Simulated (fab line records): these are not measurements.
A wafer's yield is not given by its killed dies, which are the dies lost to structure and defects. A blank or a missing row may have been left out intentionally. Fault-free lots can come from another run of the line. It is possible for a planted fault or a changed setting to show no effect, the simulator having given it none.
Chamber matching / flow sfqLine / rieDiel-01 running SFQ_TRILAYER_I3_VIA_ETCH_VIA_ETCH_088: 4 sister chambers
The step etches SiO2 in CHF3, stops on Nb, target depth 260 nm. 7 wafers are shown with their chamber, then 7 later ones without.

== WAFERS PAIRED WITH THEIR CHAMBERS ==
wafer=L166.5; chamber=1; drypumpMotorCurrentA (A)=5.8; oesProductAu (a.u.)=0.856
wafer=L167.3; chamber=0; drypumpMotorCurrentA (A)=5.5; oesProductAu (a.u.)=0.864
wafer=L167.4; chamber=3; drypumpMotorCurrentA (A)=5.9; oesProductAu (a.u.)=0.854
wafer=L170.5; chamber=0; drypumpMotorCurrentA (A)=5.4; oesProductAu (a.u.)=0.854
wafer=L170.6; chamber=2; drypumpMotorCurrentA (A)=6.2; oesProductAu (a.u.)=0.858
wafer=L177.2; chamber=3; drypumpMotorCurrentA (A)=5.9; oesProductAu (a.u.)=0.866
wafer=L177.4; chamber=2; drypumpMotorCurrentA (A)=6.2; oesProductAu (a.u.)=0.855

== WAFERS MISSING THEIR CHAMBER ==
wafer=L177.5; drypumpMotorCurrentA (A)=5.9; oesProductAu (a.u.)=0.864
wafer=L179.1; drypumpMotorCurrentA (A)=6.2; oesProductAu (a.u.)=0.860
wafer=L179.5; drypumpMotorCurrentA (A)=5.8; oesProductAu (a.u.)=0.861
wafer=L179.6; drypumpMotorCurrentA (A)=6.2; oesProductAu (a.u.)=0.857
wafer=L181.1; drypumpMotorCurrentA (A)=5.9; oesProductAu (a.u.)=0.852
wafer=L181.2; drypumpMotorCurrentA (A)=6.3; oesProductAu (a.u.)=0.859
wafer=L181.3; drypumpMotorCurrentA (A)=5.4; oesProductAu (a.u.)=0.862

== EACH ONE'S CHAMBER ==
wafer=L177.5; from the rows above=3; in truth=3
wafer=L179.1; from the rows above=2; in truth=2
wafer=L179.5; from the rows above=can't be placed: 1 or 3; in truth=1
wafer=L179.6; from the rows above=2; in truth=2
wafer=L181.1; from the rows above=can't be placed: 3 or 1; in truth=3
wafer=L181.2; from the rows above=2; in truth=2
wafer=L181.3; from the rows above=0; in truth=0
Placed correctly: 5 of 7. Can't be placed from these rows: 2 (the true chamber is among the candidates in 2). Wrongly placed: 0.
How it was worked out, from the rows above alone: a wafer's distance from a chamber is the root of the sum, over the readings, of the square of ((its reading less the chamber's mean) divided by the reading's scatter). The wafer belongs to the nearest chamber; if the next one is less than 2 further off, it can't be placed. The mean given for a chamber averages the wafers shown for that chamber. How the scatter is found: for the shown wafers, subtract from each reading the mean of its chamber, square and add these, divide the total by (wafers less chambers), then take the root.
